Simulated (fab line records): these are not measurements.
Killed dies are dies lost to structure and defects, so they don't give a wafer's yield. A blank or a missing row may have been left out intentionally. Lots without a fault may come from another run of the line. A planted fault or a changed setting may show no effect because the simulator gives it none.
Comparing a struck lot with a sound one / flow sfqLine / 26 steps out of a route of 325
Sound: these wafers, L394.1, L394.2, L394.6. Struck: wafer L398.6. (L398.5 of the same lot was not struck and is left out.) The cause comes at the end.
Per side, at each step with rows, come the tool, then ch with its chambers, and then its first start. Under that, the readings that differ: sound wafers / struck wafers / difference of the means / sigmas: that difference in standard deviations of wafers without a fault.
alike: a reading whose means differ by less than 2 such deviations, as well as words and numbers matching on both sides. not compared: withheld readings; readings where some wafer has no value; bounds like >300 that might hide an equal value; numbers whose values overlap and for which the record gives no deviation.
Wherever a step has rows on one side only, a row that says differs or no value, or a row with sigmas, the two part there. Non-overlapping numbers with no deviation appear without sigmas and do not part them. A reading missing from all wafers of one side parts the sides only when that side holds two or more wafers.

SFQ_L0_RS_MEAS_901: the measuring method here is four-point-probe.
  sound on filmMetro-02 at day 2 18:34; struck on filmMetro-02 at day 3 14:38
  alike: L0_MONX_KI_RS
SFQ_L0_THK_MEAS_902: measures by xrf.
  sound on filmMetro-02 at day 2 18:41; struck on filmMetro-02 at day 3 14:43
  alike: L0_MONX_KI_THK
then, 6 steps without rows for these wafers: SFQ_TRILAYER_L0_LITHO_COAT_010 (resist thk 62 nm); SFQ_TRILAYER_L0_LITHO_COAT_005 (resist thk 600 nm); SFQ_TRILAYER_L0_LITHO_SOFTBAKE_009; SFQ_TRILAYER_L0_LITHO_EXPOSE_006 (exposes mask L0, target cd 2000 nm); SFQ_TRILAYER_L0_LITHO_PEB_008 (peb time 60 s); SFQ_TRILAYER_L0_LITHO_DEVELOP_007 (time 60 s).
-- the record jumps here: 3 days lie between the struck wafers' starts before and after --
SFQ_TRILAYER_L0_BARC_OPEN_METAL_ETCH_010: etches BARC in O2, target depth 125 nm, time 41.7 s.
  sound on rieMetal-02 ch 0, day 5 16:18; struck on rieMetal-01 ch 0, day 6 17:32
  alike: drypumpMotorCurrentA, oesProductAu
  not compared: rfHoursCounterH
SFQ_TRILAYER_L0_ETCH_METAL_ETCH_008: etches MoNx KI in SF6/O2, stops on SiO2, target depth 50 nm, time 25 s.
  sound on rieMetal-02 ch 0, day 5 16:25; struck on rieMetal-01 ch 0, day 6 17:35
  alike: drypumpMotorCurrentA, oesProductAu
  not compared: rfHoursCounterH
SFQ_TRILAYER_L0_STRIP_STRIP_009: strips in O2.
  sound on rieMetal-02 ch 0, day 5 16:31; struck on rieMetal-01 ch 0, day 6 18:00
  alike: drypumpMotorCurrentA, oesProductAu, platenTempC
  not compared: rfHoursCounterH
then, 1 step without rows for these wafers: SFQ_TRILAYER_L0_STRIP_SOLV_CLEAN_010 (cleans in NMP, time 600 s).
SFQ_TRILAYER_L0_CAP_PECVD_011: deposits SiO2 from SiH4/N2O, time 13.333 s, target thk 60 nm.
  sound on pecvd-01 ch 0,1,2, day 5 17:54; struck on pecvd-01 ch 1, day 6 18:23
reading=model.SiO2_of_TRILAYER_L0_CAP_PECVD_011.thkNm (nm); sound=58.85 58.57 61.13; struck=56.63; difference=-2.89; sigmas=
  alike: heaterPowerW, throttleValvePct
  not compared: sinceWetCleanH
then, 6 steps without rows for these wafers: SFQ_TRILAYER_L0_VIA_LITHO_COAT_018 (resist thk 62 nm); SFQ_TRILAYER_L0_VIA_LITHO_COAT_013 (resist thk 650 nm); SFQ_TRILAYER_L0_VIA_LITHO_SOFTBAKE_017; SFQ_TRILAYER_L0_VIA_LITHO_EXPOSE_014 (exposes mask L0V, target cd 700 nm); SFQ_TRILAYER_L0_VIA_LITHO_PEB_016 (peb time 60 s); SFQ_TRILAYER_L0_VIA_LITHO_DEVELOP_015 (time 60 s).
-- the record jumps here: 4 days lie between the struck wafers' starts before and after --
SFQ_L0V_OVL_MEAS_903:
  sound on overlay-02 at day 9 09:20; struck on overlay-01 at day 10 18:06
  alike: L0V_OVL
then, 1 step without rows for these wafers: SFQ_TRILAYER_L0_VIA_BARC_OPEN_VIA_ETCH_021 (etches BARC in O2, target depth 125 nm, time 41.7 s).
SFQ_TRILAYER_L0_VIA_ETCH_VIA_ETCH_016: etches SiO2 in CHF3, stops on MoNx KI, target depth 80 nm.
  sound on rieDiel-02 ch 0,1,3, day 9 09:24; struck on rieDiel-04 ch 3, day 10 18:10
reading=oesProductAu (a.u.); sound=0.826 0.844 0.854; struck=0.818; difference=-0.023; sigmas=-3
reading=model.L0V.featureDepthNm (nm); sound=58.85 58.57 61.13; struck=56.63; difference=-2.89; sigmas=
reading=model.etch.depthNm (nm); sound=58.85 58.57 61.13; struck=56.63; difference=-2.89; sigmas=
  alike: drypumpMotorCurrentA
SFQ_TRILAYER_L0_VIA_STRIP_STRIP_017: strips in O2.
  sound on rieMetal-04 ch 0,1, day 9 09:27; struck on rieMetal-01 ch 0, day 10 18:36
  alike: drypumpMotorCurrentA, oesProductAu, platenTempC
  not compared: rfHoursCounterH
then, 1 step without rows for these wafers: SFQ_TRILAYER_L0_VIA_STRIP_SOLV_CLEAN_018 (cleans in NMP, time 600 s).
SFQ_TRILAYER_M0_DEP_PRE_CLEAN_020: time 15 s.
  sound on pvdSputter-06 at day 9 10:13; struck on pvdSputter-06 at day 10 18:59
reading=model.SiO2_of_TRILAYER_L0_CAP_PECVD_011.thkNm (nm); sound=53.85 53.57 56.13; struck=51.63; difference=-2.89; sigmas=
SFQ_TRILAYER_M0_DEP_SPUTTER_019: material Nb, target thk 200 nm, time 133.3 s.
  sound on pvdSputter-06 at day 9 10:15; struck on pvdSputter-06 at day 10 19:02
  alike: chamberPressurePa, throttleValvePct

== WHERE THEY PART ==
SFQ_TRILAYER_L0_VIA_ETCH_VIA_ETCH_016 only, going by this record. Later steps at which nothing parts them and some readings are alike: SFQ_TRILAYER_L0_VIA_STRIP_STRIP_017, SFQ_TRILAYER_M0_DEP_SPUTTER_019.

WHY: whatever the simulator had introduced
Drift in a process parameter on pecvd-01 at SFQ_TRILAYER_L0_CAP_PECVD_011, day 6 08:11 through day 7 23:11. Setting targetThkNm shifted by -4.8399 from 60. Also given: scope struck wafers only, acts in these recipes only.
